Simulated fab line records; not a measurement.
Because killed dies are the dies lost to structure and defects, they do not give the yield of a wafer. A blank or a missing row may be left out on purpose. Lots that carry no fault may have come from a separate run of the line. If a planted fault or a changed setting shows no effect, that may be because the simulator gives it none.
Struck lot and sound lot, side by side | flow sky130 | 15 out of 708 route steps
Sound: wafers L691.2, L691.5, L691.6. The struck wafers were L690.1, L690.2, L690.6. The cause comes at the end.
Order at every step that has rows: each side's tool, ch and its chambers, its first start. Under that, the readings that differ: sound wafers | struck wafers | difference of the means | sigmas: that difference in standard deviations of wafers without a fault.
alike: a reading whose means differ by less than 2 such deviations, as well as words and numbers matching on both sides. not compared: withheld readings; readings where some wafer has no value; bounds like >300 that might hide an equal value; numbers whose values overlap and for which the record gives no deviation.
A row with sigmas, a row that says differs or no value, or rows on one side alone: a step with any of these is where the two part. Numbers that have no deviation but don't overlap get no sigmas and don't part them. Lack of a reading on every wafer of one side parts them only where that side has two or more wafers.

first, 8 steps without rows for these wafers: SKY_VIA2_DEHYDRATE_04 (time 60 s); SKY_VIA2_HMDS_05 (prime time 60 s); SKY_VIA2_COAT_06 (resist thk 60 nm); SKY_VIA2_COAT_07 (resist thk 450 nm); SKY_VIA2_SOFTBAKE_08 (time 90 s); SKY_VIA2_EXPOSE_09 (exposes mask VIM2, target cd 200 nm); SKY_VIA2_PEB_10; SKY_VIA2_DEVELOP_11 (develop time 60 s).
SKY_VIA2_CD_MEAS_12: target cd 200 nm.
  sound: cd_sem-01 at day 39 18:16; struck: cd_sem-02 at day 39 15:28
  alike: cd_nm
SKY_VIA2_OVL_MEAS_13:
  sound: overlay-01 at day 39 18:22; struck: overlay-02 at day 39 15:35
  alike: VIA2_OVL
SKY_VIA2_ETCH_14: etches BARC in N2/H2, stops on SiO2, time 45.9 s, target depth 60 nm.
  sound on rie_diel-02 ch 0,1, day 39 18:23; struck on rie_diel-04 ch 2,3, day 39 15:38
  alike: drypump_motor_current_A, oes_product_au, throttle_valve_pct
  not compared: rf_hours_counter_h
SKY_VIA2_ETCH_15: etches SiO2 in C4F8/O2/Ar, stops on TiN, target depth 546 nm, time 84 s.
  sound on rie_diel-02 ch 0,1, day 39 18:26; struck on rie_diel-04 ch 2,3, day 39 15:40
  alike: oes_product_au
  not compared: rf_hours_counter_h
SKY_VIA2_STRIP_16: strips in O2/N2.
  sound on plasma_asher-04 ch 0,1, day 39 18:30; struck on plasma_asher-02 ch 0,1, day 39 15:44
  no value came back on the struck wafers for chamber_pressure_mTorr (mTorr), drypump_motor_current_A (A), oes_product_au (a.u.), strip_time_to_endpoint_s (s); on the sound wafers chamber_pressure_mTorr (mTorr) reads 1499.0 1501.2 1496.1
  reading                                     | sound | struck            | difference | sigmas
  model.KrF-thick_of_VIA2_COAT_07.thk_nm (nm) | 0 0 0 | 286.2 285.2 284.7 | +285.4     |
  not compared: rf_hours_counter_h
then, 1 step without rows for these wafers: SKY_VIA2_STRIP_17 (strips in post etch residue remover, time 1200 s).
-- the record jumps here: 9 days lie between the struck wafers' starts before and after (it left off in module VIA2 and takes up again in module PAD_OPEN, whose first step shown is number 708 of the route) --
SKY_PAD_OPEN_PROBE_99:
  the record has rows for the struck wafers here (prober-02, day 48 10:55) and none for the sound ones

## WHERE THEY PART
Last at SKY_PAD_OPEN_PROBE_99 as far as this record goes, first at SKY_VIA2_STRIP_16.

WHY: the cause the simulator had injected
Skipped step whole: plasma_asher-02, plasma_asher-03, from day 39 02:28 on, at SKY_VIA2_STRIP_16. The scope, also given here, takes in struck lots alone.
